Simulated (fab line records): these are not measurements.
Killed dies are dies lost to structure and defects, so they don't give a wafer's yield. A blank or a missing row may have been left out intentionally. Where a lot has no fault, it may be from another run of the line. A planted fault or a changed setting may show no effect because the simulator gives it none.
Which tool is to blame? :: flow sky130 :: 12 lots with 36 wafers sampled at 5 steps, on a route of 708 steps

## WHAT THE GAUGES SHOWED, per wafer
The record holds no reading of a measuring or inspecting step that can be judged against a usual standard deviation.

## WHAT TOOL EACH LOT RAN ON (gives the tool, then ch and the chambers of the sampled wafers, and finally the start)
lot: L793
SKY_POLY_CUT_DEHYDRATE_00: litho_track-02 ch 0, day 23 07:52
SKY_VIA2_ETCH_15: rie_diel-01 ch 0,2,3, day 36 01:04
SKY_VIA2_STRIP_16: plasma_asher-02 ch 0,1, day 36 01:10
SKY_VIA2_SPUTTER_20: pvd_sputter-04, day 36 01:49
SKY_PAD_OPEN_PROBE_99: -

lot: L794
SKY_POLY_CUT_DEHYDRATE_00: litho_track-02 ch 0, day 24 04:44
SKY_VIA2_ETCH_15: rie_diel-03 ch 1,2,3, day 36 18:30
SKY_VIA2_STRIP_16: plasma_asher-01 ch 0,1, day 36 18:36
SKY_VIA2_SPUTTER_20: pvd_sputter-03, day 36 19:13
SKY_PAD_OPEN_PROBE_99: -

lot: L796
SKY_POLY_CUT_DEHYDRATE_00: litho_track-03 ch 0, day 24 23:31
SKY_VIA2_ETCH_15: rie_diel-01 ch 0,3, day 37 12:44
SKY_VIA2_STRIP_16: plasma_asher-01 ch 0,1, day 37 12:49
SKY_VIA2_SPUTTER_20: pvd_sputter-04, day 37 13:23
SKY_PAD_OPEN_PROBE_99: prober-01, day 46 18:56

lot: L797
SKY_POLY_CUT_DEHYDRATE_00: litho_track-02 ch 0, day 25 00:34
SKY_VIA2_ETCH_15: rie_diel-03 ch 2,3, day 37 13:41
SKY_VIA2_STRIP_16: plasma_asher-02 ch 1, day 37 13:44
SKY_VIA2_SPUTTER_20: pvd_sputter-01, day 37 14:20
SKY_PAD_OPEN_PROBE_99: -

lot: L802
SKY_POLY_CUT_DEHYDRATE_00: litho_track-04 ch 0, day 27 02:27
SKY_VIA2_ETCH_15: rie_diel-01 ch 2,3, day 39 07:01
SKY_VIA2_STRIP_16: plasma_asher-01 ch 0,1, day 39 07:05
SKY_VIA2_SPUTTER_20: pvd_sputter-01, day 39 07:41
SKY_PAD_OPEN_PROBE_99: -

lot: L801
SKY_POLY_CUT_DEHYDRATE_00: litho_track-02 ch 0, day 27 02:34
SKY_VIA2_ETCH_15: rie_diel-03 ch 0,2,3, day 39 10:41
SKY_VIA2_STRIP_16: plasma_asher-04 ch 0,1, day 39 10:44
SKY_VIA2_SPUTTER_20: pvd_sputter-03, day 39 11:20
SKY_PAD_OPEN_PROBE_99: -

lot: L805
SKY_POLY_CUT_DEHYDRATE_00: litho_track-03 ch 0, day 28 00:16
SKY_VIA2_ETCH_15: rie_diel-01 ch 0,3, day 40 02:50
SKY_VIA2_STRIP_16: plasma_asher-01 ch 0,1, day 40 02:53
SKY_VIA2_SPUTTER_20: pvd_sputter-04, day 40 03:29
SKY_PAD_OPEN_PROBE_99: prober-02, day 48 16:53

lot: L806
SKY_POLY_CUT_DEHYDRATE_00: litho_track-03 ch 0, day 28 06:50
SKY_VIA2_ETCH_15: rie_diel-01 ch 0,1, day 40 07:23
SKY_VIA2_STRIP_16: plasma_asher-02 ch 0,1, day 40 07:26
SKY_VIA2_SPUTTER_20: pvd_sputter-03, day 40 08:04
SKY_PAD_OPEN_PROBE_99: prober-01, day 48 21:52

lot: L808
SKY_POLY_CUT_DEHYDRATE_00: litho_track-02 ch 0, day 29 00:41
SKY_VIA2_ETCH_15: rie_diel-01 ch 0,1,2, day 41 01:40
SKY_VIA2_STRIP_16: plasma_asher-02 ch 0,1, day 41 01:44
SKY_VIA2_SPUTTER_20: pvd_sputter-04, day 41 02:20
SKY_PAD_OPEN_PROBE_99: prober-01, day 49 11:18

lot: L811
SKY_POLY_CUT_DEHYDRATE_00: litho_track-02 ch 0, day 29 13:01
SKY_VIA2_ETCH_15: rie_diel-03 ch 0,3, day 41 12:13
SKY_VIA2_STRIP_16: plasma_asher-02 ch 0,1, day 41 12:17
SKY_VIA2_SPUTTER_20: pvd_sputter-03, day 41 12:53
SKY_PAD_OPEN_PROBE_99: prober-01, day 49 18:40

lot: L810
SKY_POLY_CUT_DEHYDRATE_00: litho_track-04 ch 0, day 29 18:41
SKY_VIA2_ETCH_15: rie_diel-01 ch 0,1,3, day 41 15:32
SKY_VIA2_STRIP_16: plasma_asher-01 ch 0,1, day 41 15:35
SKY_VIA2_SPUTTER_20: pvd_sputter-03, day 41 16:11
SKY_PAD_OPEN_PROBE_99: -

lot: L813
SKY_POLY_CUT_DEHYDRATE_00: litho_track-02 ch 0, day 30 09:28
SKY_VIA2_ETCH_15: rie_diel-02 ch 0,1,3, day 42 05:29
SKY_VIA2_STRIP_16: plasma_asher-02 ch 0,1, day 42 05:32
SKY_VIA2_SPUTTER_20: pvd_sputter-04, day 42 06:10
SKY_PAD_OPEN_PROBE_99: prober-02, day 50 08:17
- SKY_POLY_CUT_DEHYDRATE_00: time 60 s.
- SKY_VIA2_ETCH_15: etches SiO2 in C4F8/O2/Ar, stops on TiN, target depth 546 nm, time 84 s.
- SKY_VIA2_STRIP_16: strips in O2/N2.
- SKY_VIA2_SPUTTER_20: material TiN, target thk 20 nm, time 80 s.
- SKY_PAD_OPEN_PROBE_99

## WHAT THE TOOLS THEMSELVES READ (means of the sampled wafers that have a number; where no wafer has one, the mark that the record gives instead)
SKY_POLY_CUT_DEHYDRATE_00.
lot: L793
tool: litho_track-02
exhaust_pa (Pa): 45.8
heater_power_total_W (W): 160.44
plate_temp_C (C): 200.05

lot: L794
tool: litho_track-02
exhaust_pa (Pa): 45.0
heater_power_total_W (W): 160.28
plate_temp_C (C): 199.88

lot: L796
tool: litho_track-03
exhaust_pa (Pa): 44.6
heater_power_total_W (W): 160.54
plate_temp_C (C): 200.00

lot: L797
tool: litho_track-02
exhaust_pa (Pa): 45.2
heater_power_total_W (W): 160.42
plate_temp_C (C): 200.19

lot: L802
tool: litho_track-04
exhaust_pa (Pa): 45.4
heater_power_total_W (W): 160.49
plate_temp_C (C): 199.95

lot: L801
tool: litho_track-02
exhaust_pa (Pa): 44.5
heater_power_total_W (W): 160.47
plate_temp_C (C): 200.13

lot: L805
tool: litho_track-03
exhaust_pa (Pa): 45.8
heater_power_total_W (W): 154.83
plate_temp_C (C): 194.47

lot: L806
tool: litho_track-03
exhaust_pa (Pa): 46.4
heater_power_total_W (W): 154.67
plate_temp_C (C): 194.42

lot: L808
tool: litho_track-02
exhaust_pa (Pa): 44.7
heater_power_total_W (W): 160.41
plate_temp_C (C): 199.98

lot: L811
tool: litho_track-02
exhaust_pa (Pa): 44.5
heater_power_total_W (W): 160.33
plate_temp_C (C): 199.80

lot: L810
tool: litho_track-04
exhaust_pa (Pa): 45.4
heater_power_total_W (W): 160.33
plate_temp_C (C): 199.94

lot: L813
tool: litho_track-02
exhaust_pa (Pa): 44.3
heater_power_total_W (W): 160.42
plate_temp_C (C): 199.97

SKY_VIA2_ETCH_15.
lot: L793
tool: rie_diel-01
oes_product_au (a.u.): 0.932

lot: L794
tool: rie_diel-03
oes_product_au (a.u.): 0.937

lot: L796
tool: rie_diel-01
oes_product_au (a.u.): 0.936

lot: L797
tool: rie_diel-03
oes_product_au (a.u.): 0.931

lot: L802
tool: rie_diel-01
oes_product_au (a.u.): 0.934

lot: L801
tool: rie_diel-03
oes_product_au (a.u.): 0.929

lot: L805
tool: rie_diel-01
oes_product_au (a.u.): 0.940

lot: L806
tool: rie_diel-01
oes_product_au (a.u.): 0.939

lot: L808
tool: rie_diel-01
oes_product_au (a.u.): 0.938

lot: L811
tool: rie_diel-03
oes_product_au (a.u.): 0.934

lot: L810
tool: rie_diel-01
oes_product_au (a.u.): 0.934

lot: L813
tool: rie_diel-02
oes_product_au (a.u.): 0.933

SKY_VIA2_STRIP_16.
lot: L793
tool: plasma_asher-02
drypump_motor_current_A (A): 6.3
o2_flow_sccm (sccm): 2995
oes_product_au (a.u.): 0.399
strip_time_to_endpoint_s (s): 4.03

lot: L794
tool: plasma_asher-01
drypump_motor_current_A (A): 5.1
o2_flow_sccm (sccm): 3001
oes_product_au (a.u.): 0.399
strip_time_to_endpoint_s (s): 4.01

lot: L796
tool: plasma_asher-01
drypump_motor_current_A (A): 5.1
o2_flow_sccm (sccm): 2994
oes_product_au (a.u.): 0.400
strip_time_to_endpoint_s (s): 4.02

lot: L797
tool: plasma_asher-02
drypump_motor_current_A (A): 6.7
o2_flow_sccm (sccm): 2989
oes_product_au (a.u.): 0.396
strip_time_to_endpoint_s (s): 4.02

lot: L802
tool: plasma_asher-01
drypump_motor_current_A (A): 5.1
o2_flow_sccm (sccm): 2987
oes_product_au (a.u.): 0.397
strip_time_to_endpoint_s (s): 4.04

lot: L801
tool: plasma_asher-04
drypump_motor_current_A (A): 6.3
o2_flow_sccm (sccm): 3002
oes_product_au (a.u.): 0.396
strip_time_to_endpoint_s (s): 4.03

lot: L805
tool: plasma_asher-01
drypump_motor_current_A (A): 5.3
o2_flow_sccm (sccm): 3005
oes_product_au (a.u.): 0.399
strip_time_to_endpoint_s (s): 4.03

lot: L806
tool: plasma_asher-02
drypump_motor_current_A (A): 5.9
o2_flow_sccm (sccm): 2999
oes_product_au (a.u.): 0.399
strip_time_to_endpoint_s (s): 4.04

lot: L808
tool: plasma_asher-02
drypump_motor_current_A (A): 5.9
o2_flow_sccm (sccm): 2989
oes_product_au (a.u.): 0.394
strip_time_to_endpoint_s (s): 4.03

lot: L811
tool: plasma_asher-02
drypump_motor_current_A (A): 5.9
o2_flow_sccm (sccm): 2993
oes_product_au (a.u.): 0.397
strip_time_to_endpoint_s (s): 4.03

lot: L810
tool: plasma_asher-01
drypump_motor_current_A (A): 5.1
o2_flow_sccm (sccm): 2988
oes_product_au (a.u.): 0.402
strip_time_to_endpoint_s (s): 4.04

lot: L813
tool: plasma_asher-02
drypump_motor_current_A (A): 5.9
o2_flow_sccm (sccm): 2990
oes_product_au (a.u.): 0.397
strip_time_to_endpoint_s (s): 4.05

SKY_VIA2_SPUTTER_20.
lot: L793
tool: pvd_sputter-04
throttle_valve_pct (%): 29.5

lot: L794
tool: pvd_sputter-03
throttle_valve_pct (%): 30.5

lot: L796
tool: pvd_sputter-04
throttle_valve_pct (%): 29.8

lot: L797
tool: pvd_sputter-01
throttle_valve_pct (%): 30.4

lot: L802
tool: pvd_sputter-01
throttle_valve_pct (%): 29.7

lot: L801
tool: pvd_sputter-03
throttle_valve_pct (%): 30.9

lot: L805
tool: pvd_sputter-04
throttle_valve_pct (%): 30.0

lot: L806
tool: pvd_sputter-03
throttle_valve_pct (%): 29.5

lot: L808
tool: pvd_sputter-04
throttle_valve_pct (%): 30.4

lot: L811
tool: pvd_sputter-03
throttle_valve_pct (%): 29.8

lot: L810
tool: pvd_sputter-03
throttle_valve_pct (%): 30.0

lot: L813
tool: pvd_sputter-04
throttle_valve_pct (%): 29.5

SKY_PAD_OPEN_PROBE_99.
lot: L796
tool: prober-01
killed_at_M0_to_M3: 41
killed_at_M4_up: 2.7
killed_at_contacts: 22
killed_at_front_end: 15
killed_at_other: 0.0
killed_dies: 81
killed_on_rim: 16
killed_open: 44
killed_short: 36

lot: L805
tool: prober-02
killed_at_M0_to_M3: 47
killed_at_M4_up: 6.3
killed_at_contacts: 23
killed_at_front_end: 16
killed_at_other: 0.3
killed_dies: 93
killed_on_rim: 21
killed_open: 51
killed_short: 42

lot: L806
tool: prober-01
killed_at_M0_to_M3: 47
killed_at_M4_up: 2.7
killed_at_contacts: 23
killed_at_front_end: 12
killed_at_other: 0.0
killed_dies: 85
killed_on_rim: 15
killed_open: 50
killed_short: 35

lot: L808
tool: prober-01
killed_at_M0_to_M3: 44
killed_at_M4_up: 2.0
killed_at_contacts: 22
killed_at_front_end: 15
killed_at_other: 0.3
killed_dies: 84
killed_on_rim: 18
killed_open: 47
killed_short: 37

lot: L811
tool: prober-01
killed_at_M0_to_M3: 46
killed_at_M4_up: 2.7
killed_at_contacts: 22
killed_at_front_end: 14
killed_at_other: 0.0
killed_dies: 84
killed_on_rim: 17
killed_open: 48
killed_short: 36

lot: L813
tool: prober-02
killed_at_M0_to_M3: 47
killed_at_M4_up: 5.0
killed_at_contacts: 20
killed_at_front_end: 14
killed_at_other: 0.0
killed_dies: 86
killed_on_rim: 14
killed_open: 46
killed_short: 40

## THE ANSWER, worked out from the rows above alone
Rule: the lots themselves supply what counts as usual. Put in order of their means at a reading, lots are off if they are a third of the lots or fewer, leave a main group of 4 or more, and stand apart from it by a gap of 3 or more times the standard deviation of the main group's means; of several such gaps the widest counts. Not used: any main group whose means are identical at the precision the tables above print for the reading. A lot without any number at a reading at which 4 lots or more have one is off too. The other lots that the step has rows for count as sound. First the gauges in route order, then the tools' own readings, where a lot's mean is used as printed above. The first step at which some lot is off is used, and at that step the reading that is off furthest; a lot without a number counts as furthest.
Off: L805, L806 (SKY_POLY_CUT_DEHYDRATE_00, heater_power_total_W). The main group has a mean of 160.41 W with a standard deviation of 0.076.
A tool fits if, at that step or a process step before it, it ran every lot that is off, and no sound lot after the first of them. One candidate fits, namely litho_track-03 at SKY_POLY_CUT_DEHYDRATE_00. Its last sound lot is L796 (day 24 23:31), its first lot that is off L805 (day 28 00:16): a fault that began between those two fits.
The tool's own readings at SKY_POLY_CUT_DEHYDRATE_00 bear it out: on the lots that are off they differ by more than 5 times the standard deviation of the sound lots' means. heater_power_total_W reads 154.75 W there against 160.41 W on the sound lots; plate_temp_C reads 194.44 C there against 199.99 C on the sound lots.

## WHAT THE SIMULATOR HAD PUT IN
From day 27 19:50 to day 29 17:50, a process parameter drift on litho_track-03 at SKY_POLY_CUT_DEHYDRATE_00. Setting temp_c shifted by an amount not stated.
Lots struck among those shown: L805, L806. The rule above reached the same finding.
